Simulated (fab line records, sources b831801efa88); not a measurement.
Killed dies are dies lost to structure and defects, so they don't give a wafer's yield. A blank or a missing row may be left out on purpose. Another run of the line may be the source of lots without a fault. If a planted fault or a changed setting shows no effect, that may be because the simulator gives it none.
Struck lot and sound lot, side by side || flow sky130 || 32 out of 708 route steps
Sound: these wafers, L347.3, L347.4, L347.6. Wafers L356.4, L356.5, L356.6 were the ones struck. The cause comes at the end.
At each step with rows: each side's tool, then ch and its chambers, then its first start. Under that, the readings that differ: sound wafers || struck wafers || difference of the means || sigmas: that difference in standard deviations of wafers without a fault.
alike: words and numbers the same on both sides, and readings whose means are apart by under 2 such deviations; not compared: readings that were withheld, readings missing a value for some wafer, numbers with overlapping values and no deviation given by the record, and bounds like >300 which may hide the same value.
A row with sigmas, a row that says differs or no value, or rows on one side alone: a step with any of these is where the two part. When numbers do not overlap yet have no deviation, they are printed without sigmas and do not part them. Lack of a reading on every wafer of one side parts them only where that side has two or more wafers.

SKY_PWDE_OVL_MEAS_07:
  sound: overlay-01 at day 5 16:59; struck: overlay-02 at day 7 21:18
  alike: PWDE_OVL
then, 1 step without rows for these wafers: SKY_PWDE_IMPLANT_08.
SKY_PWDE_STRIP_09: strips in O2/N2.
  sound on plasmaAsher-03 ch 0,1, day 5 17:11; struck on plasmaAsher-02 ch 0,1, day 7 21:30
  alike: drypumpMotorCurrentA, oesProductAu, stripTimeToEndpointS
  not compared: rfHoursCounterH
SKY_PWDE_TW_MEAS_10:
  sound: filmMetro-04 at day 5 17:16; struck: filmMetro-01 at day 7 21:36
  alike: PWDE_TW
then, 7 steps without rows for these wafers: SKY_NWELL_DEHYDRATE_03 (time 60 s); SKY_NWELL_HMDS_04 (prime time 60 s); SKY_NWELL_COAT_05 (resist thk 3000 nm); SKY_NWELL_SOFTBAKE_06; SKY_NWELL_EXPOSE_07 (exposes mask NWM, target cd 840 nm); SKY_NWELL_PEB_08; SKY_NWELL_DEVELOP_09 (develop time 60 s).
SKY_NWELL_OVL_MEAS_10:
  sound: overlay-02 at day 6 10:11; struck: overlay-01 at day 8 17:24
  alike: NWELL_00_OVL
SKY_NWELL_IMPLANT_11:
  sound on implanter-03 ch 0, day 6 10:15; struck on implanter-03 ch 0, day 8 17:29
{"reading": "beamOnS (s)", "sound": "9.90 9.96 9.98", "struck": "8.29 8.32 8.33", "difference": -1.63, "sigmas": -8}
{"reading": "faradayCurrentUA", "sound": "108.0 107.5 107.1", "struck": "128.8 128.4 128.8", "difference": "+21.1", "sigmas": "+10"}
  alike: endStationPressureTorr
then, 2 steps without rows for these wafers: SKY_NWELL_IMPLANT_12; SKY_NWELL_IMPLANT_13.
SKY_NWELL_STRIP_14: strips in O2/N2.
  sound on plasmaAsher-04 ch 0,1, day 6 10:41; struck on plasmaAsher-04 ch 0,1, day 8 17:54
  alike: drypumpMotorCurrentA, oesProductAu, stripTimeToEndpointS
  not compared: rfHoursCounterH
SKY_NWELL_TW_MEAS_15:
  sound: filmMetro-02 at day 6 10:46; struck: filmMetro-01 at day 8 18:00
{"reading": "NWELL_TW", "sound": "1806 1809 1806", "struck": "1686 1682 1676", "difference": -126, "sigmas": -7}
then, 7 steps without rows for these wafers: SKY_NWELL_DEHYDRATE_16 (time 60 s); SKY_NWELL_HMDS_17 (prime time 60 s); SKY_NWELL_COAT_18 (resist thk 3000 nm); SKY_NWELL_SOFTBAKE_19; SKY_NWELL_EXPOSE_20 (exposes mask NWM COMPLEMENT, target cd 840 nm); SKY_NWELL_PEB_21; SKY_NWELL_DEVELOP_22 (develop time 60 s).
SKY_NWELL_OVL_MEAS_23:
  sound: overlay-01 at day 7 06:29; struck: overlay-01 at day 9 12:55
  alike: NWELL_01_OVL
then, 1 step without rows for these wafers: SKY_NWELL_IMPLANT_24.
SKY_NWELL_STRIP_25: strips in O2/N2.
  sound on plasmaAsher-04 ch 0,1, day 7 06:42; struck on plasmaAsher-02 ch 0,1, day 9 13:07
  alike: drypumpMotorCurrentA, oesProductAu, stripTimeToEndpointS
  not compared: rfHoursCounterH
SKY_NWELL_TW_MEAS_26:
  sound: filmMetro-02 at day 7 06:47; struck: filmMetro-02 at day 9 13:13
  alike: NWELL_2_TW
then, 1 step without rows for these wafers: SKY_NWELL_CLEAN_27 (cleans in SC1/SC2, time 150 s).
SKY_NWELL_RTA_28: time 30 s.
  sound on rtpAnneal-02 ch 0, day 7 06:55; struck on rtpAnneal-01 ch 0, day 9 13:20
  alike: lampPowerPct, wafer_temp_C_max
SKY_NWELL_RS_MEAS_29: measures by four-point-probe.
  sound: filmMetro-02 at day 7 07:01; struck: filmMetro-04 at day 9 13:27
{"reading": "NWELL_RS (ohm/sq)", "sound": "620.1 622.4 623.1", "struck": "696.5 696.4 695.6", "difference": "+74.3", "sigmas": "+41"}
-- the record jumps here: 40 days lie between the struck wafers' starts before and after (it left off in module NWELL and takes up again in module PAD_OPEN, whose first step shown is number 708 of the route) --
SKY_PAD_OPEN_PROBE_99:
  sound: prober-02 at day 47 14:49; struck: prober-01 at day 49 16:40
{"reading": "model.etest.nfet_16v.rOnOhmUm", "sound": "1.384e+04 1.409e+04 1.39e+04", "struck": "1.515e+04 1.502e+04 1.508e+04", "difference": "+1.140e+03", "sigmas": ""}
{"reading": "model.etest.resNwell.lineOhmUm", "sound": "1155 1191 1172", "struck": "1322 1306 1337", "difference": "+149", "sigmas": ""}
{"reading": "model.etest.resNwell.rsOhmSq", "sound": "1001 1018 982.7", "struck": "1069 1071 1105", "difference": "+81", "sigmas": ""}
{"reading": "model.etest.tip_p_5v.rsOhmSq", "sound": "2881 2885 2878", "struck": "2811 2818 2780", "difference": -78, "sigmas": ""}
{"reading": "model.etest.resNwell.widthNm (nm)", "sound": "846 844.9 843.8", "struck": "810.6 816.2 815.2", "difference": -30.9, "sigmas": ""}
{"reading": "model.etest.pfet_16v.driveUaUm", "sound": "240.5 238.3 245.7", "struck": "251.9 251.8 250.7", "difference": "+10.0", "sigmas": ""}
{"reading": "model.etest.fieldP.vtV (V)", "sound": "-43.72 -44.63 -42.91", "struck": "-36.89 -36.66 -38.12", "difference": "+6.53", "sigmas": ""}
{"reading": "model.etest.pfet_01v8_lvt.driveUaUm", "sound": "172.3 176.3 174", "struck": "178.7 178.5 179.5", "difference": "+4.7", "sigmas": ""}
  alike: killed_at_M0_to_M3, killed_at_M4_up, killedAtContacts, killedAtFrontEnd, killedAtOther, killedDies, killedOpen, killedShort

== WHERE THEY PART ==
Earliest at SKY_NWELL_IMPLANT_11; latest, in this record, at SKY_NWELL_RS_MEAS_29. Later steps at which nothing parts them and some readings are alike: SKY_PAD_OPEN_PROBE_99.

WHY: whatever the simulator had introduced
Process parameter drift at SKY_NWELL_IMPLANT_11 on implanter-03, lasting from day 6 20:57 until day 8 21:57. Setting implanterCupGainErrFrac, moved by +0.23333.
